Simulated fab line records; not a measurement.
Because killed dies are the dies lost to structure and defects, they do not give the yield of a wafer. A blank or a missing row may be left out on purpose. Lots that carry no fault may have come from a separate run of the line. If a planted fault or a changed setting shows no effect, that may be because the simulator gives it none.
Commonality check across tools || flow gf180mcu || 45 wafers sampled across 13 lots

## WHAT PROMPTED THE OPENING
At GF_POLY_GATE_CD_MEAS_10 the reading cdNm is flagged on 2 of 13 lots. Wafers without a fault read 279.7 nm, standard deviation 1.3.
Rule: a lot gets a flag if all its wafers with a number sit over 4 standard deviations from that mean, or if no wafer of it has a number. The rest of the lots are taken to be sound.

{"lot": "L633", "measured": "day 9 06:47", "on": "cdSem-02", "cdNm (nm), wafer by wafer": "281.1 280.4 279.9", "flag": ""}
{"lot": "L634", "measured": "day 9 08:20", "on": "cdSem-02", "cdNm (nm), wafer by wafer": "279.5 280.1 280.0", "flag": ""}
{"lot": "L635", "measured": "day 9 15:43", "on": "cdSem-02", "cdNm (nm), wafer by wafer": "278.7 278.5 279.1", "flag": ""}
{"lot": "L636", "measured": "day 10 02:55", "on": "cdSem-02", "cdNm (nm), wafer by wafer": "278.0 277.9 279.1", "flag": ""}
{"lot": "L637", "measured": "day 10 08:14", "on": "cdSem-02", "cdNm (nm), wafer by wafer": "279.4 280.9 280.6", "flag": ""}
{"lot": "L643", "measured": "day 12 00:35", "on": "cdSem-02", "cdNm (nm), wafer by wafer": "272.7 271.1 270.9 272.6 271.2 271.3", "flag": "FLAGGED"}
{"lot": "L645", "measured": "day 12 12:28", "on": "cdSem-01", "cdNm (nm), wafer by wafer": "274.4 273.6 273.7 274.2 273.8 273.3", "flag": "FLAGGED"}
{"lot": "L648", "measured": "day 13 16:19", "on": "cdSem-01", "cdNm (nm), wafer by wafer": "279.5 278.8 279.4", "flag": ""}
{"lot": "L649", "measured": "day 13 22:32", "on": "cdSem-02", "cdNm (nm), wafer by wafer": "281.6 280.7 281.5", "flag": ""}
{"lot": "L651", "measured": "day 14 15:47", "on": "cdSem-02", "cdNm (nm), wafer by wafer": "280.5 280.1 280.5", "flag": ""}
{"lot": "L653", "measured": "day 15 02:43", "on": "cdSem-02", "cdNm (nm), wafer by wafer": "279.6 278.6 280.3", "flag": ""}
{"lot": "L655", "measured": "day 16 06:40", "on": "cdSem-01", "cdNm (nm), wafer by wafer": "279.7 279.9 279.5", "flag": ""}
{"lot": "L656", "measured": "day 16 09:46", "on": "cdSem-01", "cdNm (nm), wafer by wafer": "277.7 278.5 278.4", "flag": ""}
The numbers of the flagged lots are 272.7 nm on average: -7.0 nm against the usual, or -5 standard deviations.

## WHICH TOOL EACH LOT WENT THROUGH
The record holds 1 process step before the reading, out of a route of 602 steps. In each cell: the tool, then ch and the chambers that the sampled wafers went through, then the start.
{"lot": "L633", "flag": "", "GF_POLY_GATE_SOFTBAKE_06": "lithoTrack-02 ch 0, day 8 22:00"}
{"lot": "L634", "flag": "", "GF_POLY_GATE_SOFTBAKE_06": "lithoTrack-04 ch 0, day 9 00:00"}
{"lot": "L635", "flag": "", "GF_POLY_GATE_SOFTBAKE_06": "lithoTrack-01 ch 0, day 9 07:00"}
{"lot": "L636", "flag": "", "GF_POLY_GATE_SOFTBAKE_06": "lithoTrack-02 ch 0, day 9 18:00"}
{"lot": "L637", "flag": "", "GF_POLY_GATE_SOFTBAKE_06": "lithoTrack-02 ch 0, day 9 23:00"}
{"lot": "L643", "flag": "FLAGGED", "GF_POLY_GATE_SOFTBAKE_06": "lithoTrack-02 ch 0, day 11 14:00"}
{"lot": "L645", "flag": "FLAGGED", "GF_POLY_GATE_SOFTBAKE_06": "lithoTrack-02 ch 0, day 12 02:00"}
{"lot": "L648", "flag": "", "GF_POLY_GATE_SOFTBAKE_06": "lithoTrack-04 ch 0, day 13 06:00"}
{"lot": "L649", "flag": "", "GF_POLY_GATE_SOFTBAKE_06": "lithoTrack-04 ch 0, day 13 12:00"}
{"lot": "L651", "flag": "", "GF_POLY_GATE_SOFTBAKE_06": "lithoTrack-04 ch 0, day 14 06:00"}
{"lot": "L653", "flag": "", "GF_POLY_GATE_SOFTBAKE_06": "lithoTrack-01 ch 0, day 14 15:00"}
{"lot": "L655", "flag": "", "GF_POLY_GATE_SOFTBAKE_06": "lithoTrack-04 ch 0, day 15 19:00"}
{"lot": "L656", "flag": "", "GF_POLY_GATE_SOFTBAKE_06": "lithoTrack-02 ch 0, day 15 23:00"}
What the steps here do:
- GF_POLY_GATE_SOFTBAKE_06: time 60 s.
- GF_POLY_GATE_CD_MEAS_10: target cd 280 nm.

## FLAGGED OVER TOTAL, TOOL BY TOOL (the gauges that took the reading come last)
{"step": "GF_POLY_GATE_SOFTBAKE_06", "tool": "lithoTrack-01", "lots run": 2, "flagged": 0, "share of the flagged lots": "none", "sound lots run after its first flagged lot": "-"}
{"step": "GF_POLY_GATE_SOFTBAKE_06", "tool": "lithoTrack-02", "lots run": 6, "flagged": 2, "share of the flagged lots": "all", "sound lots run after its first flagged lot": "1 (L656)"}
{"step": "GF_POLY_GATE_SOFTBAKE_06", "tool": "lithoTrack-04", "lots run": 5, "flagged": 0, "share of the flagged lots": "none", "sound lots run after its first flagged lot": "-"}
{"step": "GF_POLY_GATE_CD_MEAS_10", "tool": "cdSem-01", "lots run": 4, "flagged": 1, "share of the flagged lots": "some", "sound lots run after its first flagged lot": "3 (L648,L655,L656)"}
{"step": "GF_POLY_GATE_CD_MEAS_10", "tool": "cdSem-02", "lots run": 9, "flagged": 1, "share of the flagged lots": "some", "sound lots run after its first flagged lot": "3 (L649,L651,L653)"}

## WHAT THE TABLE ALLOWS
1 row of the table ran every flagged lot: lithoTrack-02 at GF_POLY_GATE_SOFTBAKE_06.
- lithoTrack-02 at GF_POLY_GATE_SOFTBAKE_06 ran 6 lots, 2 of them flagged. Sound lots ran on it after the first flagged one (L656), which a lasting fault on the whole tool wouldn't allow. Its own readings (heaterPowerTotalW, plateTempC) fall more than 4 standard deviations out on all wafers of the flagged lots.
None of the table's rows ran every flagged lot and, after the first, no sound lot.

## WHAT HAD BEEN PUT IN BY THE SIMULATOR
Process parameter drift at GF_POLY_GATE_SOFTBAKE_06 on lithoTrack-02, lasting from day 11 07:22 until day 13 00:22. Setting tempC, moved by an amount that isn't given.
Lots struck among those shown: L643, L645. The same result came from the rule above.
